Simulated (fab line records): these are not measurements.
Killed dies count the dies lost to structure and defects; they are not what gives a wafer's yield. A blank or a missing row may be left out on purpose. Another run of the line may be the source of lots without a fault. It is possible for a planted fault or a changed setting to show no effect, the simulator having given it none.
Which tool was responsible? :: flow sky130 :: 42 wafers from 14 lots sampled at 5 of the route's 708 steps

== WHAT THE GAUGES READ, wafer by wafer ==
SKY_PASSIVATION_THK_MEAS_01. Usual: PASSIVATION_CVD_00_THK typically reads 89.8 nm, with standard deviation 1.1.
lot: L381
measured: day 43 11:19
on: filmMetro-02
PASSIVATION_CVD_00_THK (nm): 88.7 89.5 90.4
flag: 

lot: L382
measured: day 43 15:19
on: filmMetro-04
PASSIVATION_CVD_00_THK (nm): 89.7 92.2 91.5
flag: 

lot: L383
measured: day 44 03:14
on: filmMetro-03
PASSIVATION_CVD_00_THK (nm): 89.9 89.0 90.7
flag: 

lot: L384
measured: day 44 10:15
on: filmMetro-03
PASSIVATION_CVD_00_THK (nm): 90.3 91.2 91.0
flag: 

lot: L385
measured: day 44 12:28
on: filmMetro-04
PASSIVATION_CVD_00_THK (nm): 89.0 88.9 87.8
flag: 

lot: L386
measured: day 46 03:08
on: filmMetro-04
PASSIVATION_CVD_00_THK (nm): 90.7 90.3 91.5
flag: 

lot: L388
measured: day 46 04:57
on: filmMetro-03
PASSIVATION_CVD_00_THK (nm): 88.7 88.7 90.2
flag: 

lot: L392
measured: day 47 03:56
on: filmMetro-04
PASSIVATION_CVD_00_THK (nm): 90.3 88.6 89.2
flag: 

lot: L395
measured: day 47 18:30
on: filmMetro-04
PASSIVATION_CVD_00_THK (nm): 89.3 90.2 90.6
flag: 

lot: L399
measured: day 48 19:59
on: filmMetro-04
PASSIVATION_CVD_00_THK (nm): 88.0 90.0 90.2
flag: 

lot: L400
measured: day 49 02:22
on: filmMetro-02
PASSIVATION_CVD_00_THK (nm): 89.8 90.0 91.3
flag: 

lot: L402
measured: day 49 14:22
on: filmMetro-02
PASSIVATION_CVD_00_THK (nm): 88.5 91.1 90.5
flag: 

lot: L403
measured: day 49 15:55
on: filmMetro-02
PASSIVATION_CVD_00_THK (nm): 88.4 88.6 89.3
flag: 

lot: L404
measured: day 50 02:11
on: filmMetro-04
PASSIVATION_CVD_00_THK (nm): 88.4 88.7 89.5
flag: 

== WHICH TOOL RAN EACH LOT (tool, then ch and the chambers of the sampled wafers, then the start) ==
lot: L381
SKY_METAL4_STRIP_19: plasmaAsher-03 ch 0,1, day 41 09:38
SKY_VIA4_STRIP_13: plasmaAsher-03 ch 0,1, day 42 10:46
SKY_METAL5_METAL_ETCH_15: rieMetal-04 ch 0,1, day 43 10:27
SKY_METAL5_STRIP_16: plasmaAsher-01 ch 0,1, day 43 10:41

lot: L382
SKY_METAL4_STRIP_19: plasmaAsher-04 ch 0,1, day 41 16:05
SKY_VIA4_STRIP_13: plasmaAsher-03 ch 0,1, day 42 14:49
SKY_METAL5_METAL_ETCH_15: rieMetal-04 ch 0,1, day 43 14:28
SKY_METAL5_STRIP_16: plasmaAsher-02 ch 0,1, day 43 14:39

lot: L383
SKY_METAL4_STRIP_19: plasmaAsher-03 ch 0,1, day 42 02:18
SKY_VIA4_STRIP_13: plasmaAsher-01 ch 0,1, day 43 03:14
SKY_METAL5_METAL_ETCH_15: rieMetal-02 ch 0,1, day 44 02:23
SKY_METAL5_STRIP_16: plasmaAsher-01 ch 0,1, day 44 02:37

lot: L384
SKY_METAL4_STRIP_19: plasmaAsher-02 ch 0,1, day 42 07:59
SKY_VIA4_STRIP_13: plasmaAsher-01 ch 0,1, day 43 09:32
SKY_METAL5_METAL_ETCH_15: rieMetal-01 ch 0,1, day 44 09:22
SKY_METAL5_STRIP_16: plasmaAsher-02 ch 0,1, day 44 09:35

lot: L385
SKY_METAL4_STRIP_19: plasmaAsher-02 ch 0,1, day 42 13:29
SKY_VIA4_STRIP_13: plasmaAsher-04 ch 0,1, day 43 12:13
SKY_METAL5_METAL_ETCH_15: rieMetal-02 ch 0,1, day 44 11:37
SKY_METAL5_STRIP_16: plasmaAsher-03 ch 0,1, day 44 11:50

lot: L386
SKY_METAL4_STRIP_19: plasmaAsher-03 ch 0,1, day 44 05:53
SKY_VIA4_STRIP_13: plasmaAsher-04 ch 0,1, day 45 04:34
SKY_METAL5_METAL_ETCH_15: rieMetal-01 ch 0,1, day 46 02:17
SKY_METAL5_STRIP_16: plasmaAsher-02 ch 0,1, day 46 02:31

lot: L388
SKY_METAL4_STRIP_19: plasmaAsher-03 ch 0,1, day 44 06:53
SKY_VIA4_STRIP_13: plasmaAsher-04 ch 0,1, day 45 06:01
SKY_METAL5_METAL_ETCH_15: rieMetal-02 ch 0,1, day 46 04:04
SKY_METAL5_STRIP_16: plasmaAsher-01 ch 0,1, day 46 04:17

lot: L392
SKY_METAL4_STRIP_19: plasmaAsher-04 ch 0,1, day 45 07:04
SKY_VIA4_STRIP_13: plasmaAsher-04 ch 0,1, day 46 05:15
SKY_METAL5_METAL_ETCH_15: rieMetal-02 ch 0,1, day 47 03:08
SKY_METAL5_STRIP_16: plasmaAsher-03 ch 0,1, day 47 03:20

lot: L395
SKY_METAL4_STRIP_19: plasmaAsher-04 ch 1, day 45 22:39
SKY_VIA4_STRIP_13: plasmaAsher-04 ch 0, day 46 19:58
SKY_METAL5_METAL_ETCH_15: rieMetal-02 ch 0,1, day 47 17:39
SKY_METAL5_STRIP_16: plasmaAsher-03 ch 0,1, day 47 17:53

lot: L399
SKY_METAL4_STRIP_19: plasmaAsher-02 ch 0,1, day 47 01:08
SKY_VIA4_STRIP_13: plasmaAsher-03 ch 0,1, day 47 22:56
SKY_METAL5_METAL_ETCH_15: rieMetal-04 ch 0,1, day 48 19:08
SKY_METAL5_STRIP_16: plasmaAsher-02 ch 0,1, day 48 19:20

lot: L400
SKY_METAL4_STRIP_19: plasmaAsher-03 ch 0,1, day 47 09:17
SKY_VIA4_STRIP_13: plasmaAsher-01 ch 0,1, day 48 06:25
SKY_METAL5_METAL_ETCH_15: rieMetal-04 ch 0,1, day 49 01:26
SKY_METAL5_STRIP_16: plasmaAsher-03 ch 0,1, day 49 01:40

lot: L402
SKY_METAL4_STRIP_19: plasmaAsher-03 ch 0,1, day 47 22:17
SKY_VIA4_STRIP_13: plasmaAsher-01 ch 0,1, day 48 18:15
SKY_METAL5_METAL_ETCH_15: rieMetal-01 ch 0,1, day 49 13:35
SKY_METAL5_STRIP_16: plasmaAsher-02 ch 0,1, day 49 13:46

lot: L403
SKY_METAL4_STRIP_19: plasmaAsher-04 ch 0, day 47 23:59
SKY_VIA4_STRIP_13: plasmaAsher-01 ch 1, day 48 20:14
SKY_METAL5_METAL_ETCH_15: rieMetal-01 ch 0,1, day 49 15:04
SKY_METAL5_STRIP_16: plasmaAsher-03 ch 1, day 49 15:18

lot: L404
SKY_METAL4_STRIP_19: plasmaAsher-03 ch 0,1, day 48 11:45
SKY_VIA4_STRIP_13: plasmaAsher-03 ch 0,1, day 49 06:22
SKY_METAL5_METAL_ETCH_15: rieMetal-04 ch 0,1, day 50 01:12
SKY_METAL5_STRIP_16: plasmaAsher-01 ch 0,1, day 50 01:26
- SKY_METAL4_STRIP_19: strips in O2/N2.
- SKY_VIA4_STRIP_13: strips in O2/N2.
- SKY_METAL5_METAL_ETCH_15: etches the open film in Cl2/BCl3, stops on SiO2, target depth 1260 nm, time 252 s.
- SKY_METAL5_STRIP_16: strips in O2/N2.

== WHAT THE TOOLS THEMSELVES READ (means of the sampled wafers that have a number; where no wafer has one, the mark that the record gives instead) ==
SKY_METAL4_STRIP_19. Usual: drypumpMotorCurrentA 5.6 A, standard deviation 0.33; oesProductAu 0.502 a.u., standard deviation 0.0058; stripTimeToEndpointS 6.52 s, standard deviation 0.072.
lot: L381
tool: plasmaAsher-03
drypumpMotorCurrentA (A): 5.4
oesProductAu (a.u.): 0.495
stripTimeToEndpointS (s): 6.42
flag: 

lot: L382
tool: plasmaAsher-04
drypumpMotorCurrentA (A): 5.8
oesProductAu (a.u.): 0.498
stripTimeToEndpointS (s): 6.42
flag: 

lot: L383
tool: plasmaAsher-03
drypumpMotorCurrentA (A): 5.4
oesProductAu (a.u.): 0.494
stripTimeToEndpointS (s): 6.44
flag: 

lot: L384
tool: plasmaAsher-02
drypumpMotorCurrentA (A): 5.3
oesProductAu (a.u.): 0.510
stripTimeToEndpointS (s): 6.61
flag: 

lot: L385
tool: plasmaAsher-02
drypumpMotorCurrentA (A): 5.7
oesProductAu (a.u.): 0.499
stripTimeToEndpointS (s): 6.50
flag: 

lot: L386
tool: plasmaAsher-03
drypumpMotorCurrentA (A): 5.5
oesProductAu (a.u.): 0.506
stripTimeToEndpointS (s): 6.56
flag: 

lot: L388
tool: plasmaAsher-03
drypumpMotorCurrentA (A): 5.5
oesProductAu (a.u.): 0.507
stripTimeToEndpointS (s): 6.51
flag: 

lot: L392
tool: plasmaAsher-04
drypumpMotorCurrentA (A): 5.8
oesProductAu (a.u.): 0.507
stripTimeToEndpointS (s): 6.58
flag: 

lot: L395
tool: plasmaAsher-04
drypumpMotorCurrentA (A): 5.8
oesProductAu (a.u.): 0.503
stripTimeToEndpointS (s): 6.52
flag: 

lot: L399
tool: plasmaAsher-02
drypumpMotorCurrentA (A): 5.7
oesProductAu (a.u.): 0.501
stripTimeToEndpointS (s): 6.52
flag: 

lot: L400
tool: plasmaAsher-03
drypumpMotorCurrentA (A): 5.4
oesProductAu (a.u.): 0.502
stripTimeToEndpointS (s): 6.59
flag: 

lot: L402
tool: plasmaAsher-03
drypumpMotorCurrentA (A): 5.5
oesProductAu (a.u.): 0.499
stripTimeToEndpointS (s): 6.50
flag: 

lot: L403
tool: plasmaAsher-04
drypumpMotorCurrentA (A): 5.8
oesProductAu (a.u.): 0.509
stripTimeToEndpointS (s): 6.61
flag: 

lot: L404
tool: plasmaAsher-03
drypumpMotorCurrentA (A): 5.4
oesProductAu (a.u.): 0.512
stripTimeToEndpointS (s): 6.67
flag: 

SKY_VIA4_STRIP_13. Usual: drypumpMotorCurrentA 5.66 A, standard deviation 0.2; oesProductAu 0.709 a.u., standard deviation 0.0046; stripTimeToEndpointS 12.81 s, standard deviation 0.031.
lot: L381
tool: plasmaAsher-03
drypumpMotorCurrentA (A): 5.42
oesProductAu (a.u.): 0.712
stripTimeToEndpointS (s): 12.80
flag: 

lot: L382
tool: plasmaAsher-03
drypumpMotorCurrentA (A): 5.43
oesProductAu (a.u.): 0.710
stripTimeToEndpointS (s): 12.79
flag: 

lot: L383
tool: plasmaAsher-01
drypumpMotorCurrentA (A): 5.76
oesProductAu (a.u.): 0.707
stripTimeToEndpointS (s): 12.80
flag: 

lot: L384
tool: plasmaAsher-01
drypumpMotorCurrentA (A): 5.62
oesProductAu (a.u.): 0.706
stripTimeToEndpointS (s): 12.85
flag: 

lot: L385
tool: plasmaAsher-04
drypumpMotorCurrentA (A): 5.83
oesProductAu (a.u.): 0.706
stripTimeToEndpointS (s): 12.80
flag: 

lot: L386
tool: plasmaAsher-04
drypumpMotorCurrentA (A): 5.82
oesProductAu (a.u.): 0.709
stripTimeToEndpointS (s): 12.81
flag: 

lot: L388
tool: plasmaAsher-04
drypumpMotorCurrentA (A): 5.84
oesProductAu (a.u.): 0.709
stripTimeToEndpointS (s): 12.77
flag: 

lot: L392
tool: plasmaAsher-04
drypumpMotorCurrentA (A): 5.81
oesProductAu (a.u.): 0.713
stripTimeToEndpointS (s): 12.80
flag: 

lot: L395
tool: plasmaAsher-04
drypumpMotorCurrentA (A): 5.85
oesProductAu (a.u.): 0.713
stripTimeToEndpointS (s): 12.79
flag: 

lot: L399
tool: plasmaAsher-03
drypumpMotorCurrentA (A): 5.45
oesProductAu (a.u.): 0.710
stripTimeToEndpointS (s): 12.81
flag: 

lot: L400
tool: plasmaAsher-01
drypumpMotorCurrentA (A): 5.62
oesProductAu (a.u.): 0.713
stripTimeToEndpointS (s): 12.82
flag: 

lot: L402
tool: plasmaAsher-01
drypumpMotorCurrentA (A): 5.60
oesProductAu (a.u.): 0.704
stripTimeToEndpointS (s): 12.89
flag: 

lot: L403
tool: plasmaAsher-01
drypumpMotorCurrentA (A): 5.89
oesProductAu (a.u.): 0.708
stripTimeToEndpointS (s): 12.82
flag: 

lot: L404
tool: plasmaAsher-03
drypumpMotorCurrentA (A): 5.44
oesProductAu (a.u.): 0.710
stripTimeToEndpointS (s): 12.78
flag: 

SKY_METAL5_METAL_ETCH_15. Usual: biasW 48.50 W, standard deviation 0.14; drypumpMotorCurrentA 5.4 A, standard deviation 0.4; oesProductAu 0.901 a.u., standard deviation 0.0052; rfFwdPowerW 897.2 W, standard deviation 2.8; throttleValvePct 22.265 %, standard deviation 0.009.
lot: L381
tool: rieMetal-04
biasW (W): 48.60
drypumpMotorCurrentA (A): 5.8
oesProductAu (a.u.): 0.903
rfFwdPowerW (W): 896.6
throttleValvePct (%): 22.256
flag: 

lot: L382
tool: rieMetal-04
biasW (W): 48.49
drypumpMotorCurrentA (A): 5.9
oesProductAu (a.u.): 0.901
rfFwdPowerW (W): 898.1
throttleValvePct (%): 22.277
flag: 

lot: L383
tool: rieMetal-02
biasW (W): 48.48
drypumpMotorCurrentA (A): 5.0
oesProductAu (a.u.): 0.903
rfFwdPowerW (W): 895.7
throttleValvePct (%): 22.261
flag: 

lot: L384
tool: rieMetal-01
biasW (W): 48.32
drypumpMotorCurrentA (A): 5.4
oesProductAu (a.u.): 0.904
rfFwdPowerW (W): 895.1
throttleValvePct (%): 22.262
flag: 

lot: L385
tool: rieMetal-02
biasW (W): 48.52
drypumpMotorCurrentA (A): 5.0
oesProductAu (a.u.): 0.902
rfFwdPowerW (W): 898.2
throttleValvePct (%): 22.260
flag: 

lot: L386
tool: rieMetal-01
biasW (W): 48.45
drypumpMotorCurrentA (A): 5.4
oesProductAu (a.u.): 0.903
rfFwdPowerW (W): 897.3
throttleValvePct (%): 22.265
flag: 

lot: L388
tool: rieMetal-02
biasW (W): 48.56
drypumpMotorCurrentA (A): 5.0
oesProductAu (a.u.): 0.899
rfFwdPowerW (W): 898.7
throttleValvePct (%): 22.261
flag: 

lot: L392
tool: rieMetal-02
biasW (W): 48.54
drypumpMotorCurrentA (A): 5.0
oesProductAu (a.u.): 0.902
rfFwdPowerW (W): 752.9
throttleValvePct (%): 22.264
flag: OFF

lot: L395
tool: rieMetal-02
biasW (W): 48.50
drypumpMotorCurrentA (A): 5.0
oesProductAu (a.u.): 0.896
rfFwdPowerW (W): 753.5
throttleValvePct (%): 22.265
flag: OFF

lot: L399
tool: rieMetal-04
biasW (W): 48.55
drypumpMotorCurrentA (A): 5.9
oesProductAu (a.u.): 0.899
rfFwdPowerW (W): 899.9
throttleValvePct (%): 22.266
flag: 

lot: L400
tool: rieMetal-04
biasW (W): 48.57
drypumpMotorCurrentA (A): 5.8
oesProductAu (a.u.): 0.901
rfFwdPowerW (W): 898.7
throttleValvePct (%): 22.272
flag: 

lot: L402
tool: rieMetal-01
biasW (W): 48.57
drypumpMotorCurrentA (A): 5.4
oesProductAu (a.u.): 0.901
rfFwdPowerW (W): 897.5
throttleValvePct (%): 22.264
flag: 

lot: L403
tool: rieMetal-01
biasW (W): 48.58
drypumpMotorCurrentA (A): 5.6
oesProductAu (a.u.): 0.899
rfFwdPowerW (W): 898.6
throttleValvePct (%): 22.263
flag: 

lot: L404
tool: rieMetal-04
biasW (W): 48.51
drypumpMotorCurrentA (A): 5.9
oesProductAu (a.u.): 0.899
rfFwdPowerW (W): 897.6
throttleValvePct (%): 22.264
flag: 

SKY_METAL5_STRIP_16. Usual: drypumpMotorCurrentA 5.5 A, standard deviation 0.34; oesProductAu 0.710 a.u., standard deviation 0.0048; stripTimeToEndpointS 13.17 s, standard deviation 0.12.
lot: L381
tool: plasmaAsher-01
drypumpMotorCurrentA (A): 5.8
oesProductAu (a.u.): 0.710
stripTimeToEndpointS (s): 13.20
flag: 

lot: L382
tool: plasmaAsher-02
drypumpMotorCurrentA (A): 5.3
oesProductAu (a.u.): 0.712
stripTimeToEndpointS (s): 13.02
flag: 

lot: L383
tool: plasmaAsher-01
drypumpMotorCurrentA (A): 5.6
oesProductAu (a.u.): 0.714
stripTimeToEndpointS (s): 13.23
flag: 

lot: L384
tool: plasmaAsher-02
drypumpMotorCurrentA (A): 5.3
oesProductAu (a.u.): 0.712
stripTimeToEndpointS (s): 13.24
flag: 

lot: L385
tool: plasmaAsher-03
drypumpMotorCurrentA (A): 5.4
oesProductAu (a.u.): 0.715
stripTimeToEndpointS (s): 13.21
flag: 

lot: L386
tool: plasmaAsher-02
drypumpMotorCurrentA (A): 5.7
oesProductAu (a.u.): 0.704
stripTimeToEndpointS (s): 13.06
flag: 

lot: L388
tool: plasmaAsher-01
drypumpMotorCurrentA (A): 5.6
oesProductAu (a.u.): 0.714
stripTimeToEndpointS (s): 13.19
flag: 

lot: L392
tool: plasmaAsher-03
drypumpMotorCurrentA (A): 5.4
oesProductAu (a.u.): 0.715
stripTimeToEndpointS (s): 14.35
flag: OFF

lot: L395
tool: plasmaAsher-03
drypumpMotorCurrentA (A): 5.4
oesProductAu (a.u.): 0.707
stripTimeToEndpointS (s): 14.53
flag: OFF

lot: L399
tool: plasmaAsher-02
drypumpMotorCurrentA (A): 5.3
oesProductAu (a.u.): 0.707
stripTimeToEndpointS (s): 13.18
flag: 

lot: L400
tool: plasmaAsher-03
drypumpMotorCurrentA (A): 5.5
oesProductAu (a.u.): 0.711
stripTimeToEndpointS (s): 13.11
flag: 

lot: L402
tool: plasmaAsher-02
drypumpMotorCurrentA (A): 5.3
oesProductAu (a.u.): 0.713
stripTimeToEndpointS (s): 13.17
flag: 

lot: L403
tool: plasmaAsher-03
drypumpMotorCurrentA (A): 5.5
oesProductAu (a.u.): 0.707
stripTimeToEndpointS (s): 13.19
flag: 

lot: L404
tool: plasmaAsher-01
drypumpMotorCurrentA (A): 5.7
oesProductAu (a.u.): 0.711
stripTimeToEndpointS (s): 12.97
flag: 

== THE ANSWER, worked out from the rows above alone ==
Rule: a lot is off if the mean of its wafers that have a number lies more than 3 standard deviations from the usual mean. A lot without any number at a reading at which 4 lots or more have one is off too. Where the step has rows for the other lots, those lots are counted as sound. First the gauges in route order, then the tools' own readings, where a lot's mean is used as printed above. At the first step where some lot is off, the reading lying furthest off is the one used; lots without a number count as furthest.
Off, at SKY_METAL5_METAL_ETCH_15 on rfFwdPowerW: L392, L395.
If a tool, at that step or one of the process steps before it, ran each lot that is off and ran no sound lot following the first of them, it fits. This does not decide it: 2 tools fit, namely plasmaAsher-04 at SKY_VIA4_STRIP_13 and rieMetal-02 at SKY_METAL5_METAL_ETCH_15.

== WHAT WAS PUT IN BY THE SIMULATOR ==
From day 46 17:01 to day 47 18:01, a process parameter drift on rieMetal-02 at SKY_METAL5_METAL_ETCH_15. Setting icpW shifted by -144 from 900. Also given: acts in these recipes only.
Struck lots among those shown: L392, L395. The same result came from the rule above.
